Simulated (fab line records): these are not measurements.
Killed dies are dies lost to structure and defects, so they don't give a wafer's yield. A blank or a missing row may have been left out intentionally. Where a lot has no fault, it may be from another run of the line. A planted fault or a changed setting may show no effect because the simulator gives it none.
A struck lot beside a sound one / flow sky130 / 22 out of 708 route steps
Sound: these wafers, L934.3, L934.5, L934.6. Struck: wafers L926.2, L926.3, L926.5. At the end, the cause is stated.
For every step that has rows: the tool of each side, followed by ch and its chambers, followed by its first start. Under that, the readings that differ: sound wafers / struck wafers / difference of the means / sigmas: that difference in standard deviations of wafers without a fault.
alike: words and numbers the same on both sides, and readings whose means are apart by under 2 such deviations; not compared: readings that were withheld, readings missing a value for some wafer, numbers with overlapping values and no deviation given by the record, and bounds like >300 which may hide the same value.
The two part at a step that has a row with sigmas, a row that says differs or no value, or rows on one side only. When numbers do not overlap yet have no deviation, they are printed without sigmas and do not part them. A reading missing from all wafers of one side parts the sides only when that side holds two or more wafers.

SKY_POLY_GATE_THK_MEAS_21:
  sound on film metro-03, day 22 16:32; struck on film metro-04, day 20 04:38
  alike: POLY_GATE_OXIDATION_THK
SKY_POLY_GATE_CD_MEAS_22:
  sound on cd sem-01, day 22 16:40; struck on cd sem-02, day 20 04:43
  alike: cd nm
then, 7 steps without rows for these wafers: SKY_LDD_N_DEHYDRATE_00 (time 60 s); SKY_LDD_N_HMDS_01 (prime time 60 s); SKY_LDD_N_COAT_02 (resist thk 300 nm); SKY_LDD_N_SOFTBAKE_03 (time 60 s); SKY_LDD_N_EXPOSE_04 (exposes mask NTM, target cd 840 nm); SKY_LDD_N_PEB_05; SKY_LDD_N_DEVELOP_06 (develop time 60 s).
SKY_LDD_N_OVL_MEAS_07:
  sound on overlay-01, day 23 22:35; struck on overlay-01, day 21 11:44
  alike: LDD_N_OVL
then, 2 steps without rows for these wafers: SKY_LDD_N_IMPLANT_08; SKY_LDD_N_IMPLANT_09.
SKY_LDD_N_IMPLANT_10:
  sound on implanter-02 ch 0, day 23 22:58; struck on implanter-03 ch 0, day 21 12:05
reading=beam on s (s); sound=9.81 10.00 10.08; struck=29.53 30.25 29.04; difference=+19.64; sigmas=+98
reading=dose ions cm2; sound=7.519e+13 7.518e+13 7.516e+13; struck=2.8963e+14 2.8969e+14 2.8972e+14; difference=+2.1450e+14; sigmas=+99 or more
reading=faraday current uA; sound=430 421 420; struck=553 539 558; difference=+126; sigmas=+15
then, 5 steps without rows for these wafers: SKY_LDD_N_IMPLANT_11; SKY_LDD_N_IMPLANT_12; SKY_LDD_N_IMPLANT_13; SKY_LDD_N_IMPLANT_14; SKY_LDD_N_IMPLANT_15.
SKY_LDD_N_STRIP_16: strips in O2/N2.
  sound on plasma asher-02 ch 0,1, day 24 00:19; struck on plasma asher-02 ch 0,1, day 21 12:58
reading=strip time to endpoint s (s); sound=4.320 4.323 4.324; struck=4.851 4.845 4.854; difference=+0.528; sigmas=+31
  alike: drypump motor current A, oes product au
  not compared: rf hours counter h
SKY_LDD_N_TW_MEAS_17:
  sound on film metro-04, day 24 00:25; struck on film metro-01, day 21 13:05
reading=LDD_N_TW; sound=2575 2582 2580; struck=2836 2847 2848; difference=+265; sigmas=+18
then, 1 step without rows for these wafers: SKY_LDD_P_DEHYDRATE_00 (time 60 s).
-- record jumps: 27 days separate the struck wafers' starts on either side; left off in module LDD_P, taken up again in module PAD_OPEN, whose first shown step is the route's number 708 --
SKY_PAD_OPEN_PROBE_99:
  sound on prober-01, day 49 23:24; struck on prober-02, day 48 15:10
reading=killed at other; sound=2 0 1; struck=0 0 0; difference=-1; sigmas=-2
reading=model.etest.tip n.rs ohm sq; sound=442.7 446.9 441.8; struck=331.1 329.4 329.2; difference=-113.9; sigmas=
reading=model.etest.nfet_01v8.r on ohm um; sound=846.3 836.3 830.9; struck=754.2 763.9 766.4; difference=-76.3; sigmas=
reading=model.etest.nfet_01v8_swapped.drive ua um; sound=503.1 494 493.7; struck=567.8 562.8 565.2; difference=+68.3; sigmas=
reading=model.etest.nfet_01v8_turned.drive ua um; sound=506.8 500.5 496; struck=569.8 563.3 557.8; difference=+62.5; sigmas=
reading=model.etest.nfet_01v8_lvt.drive ua um; sound=575.1 571 569.3; struck=629.3 629.3 636.9; difference=+60.0; sigmas=
reading=model.etest.nfet_01v8.drive ua um; sound=500.3 493.3 497.6; struck=561 545.7 554.8; difference=+57; sigmas=
reading=model.etest.sram nfet pass.drive ua um; sound=490.6 483.2 485.1; struck=526 534 547.4; difference=+49; sigmas=
  alike: killed_at_M0_to_M3, killed_at_M4_up, killed at contacts, killed at front end, killed dies, killed open, killed short
  not compared: model.etest.nfet_01v8_swapped.off log10 a um

## WHERE THEY PART
At SKY_LDD_N_IMPLANT_10 first; at SKY_PAD_OPEN_PROBE_99 last (within this record only).

WHY: whatever the simulator had introduced
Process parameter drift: implanter-03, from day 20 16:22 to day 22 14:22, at SKY_LDD_N_IMPLANT_10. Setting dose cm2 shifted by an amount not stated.
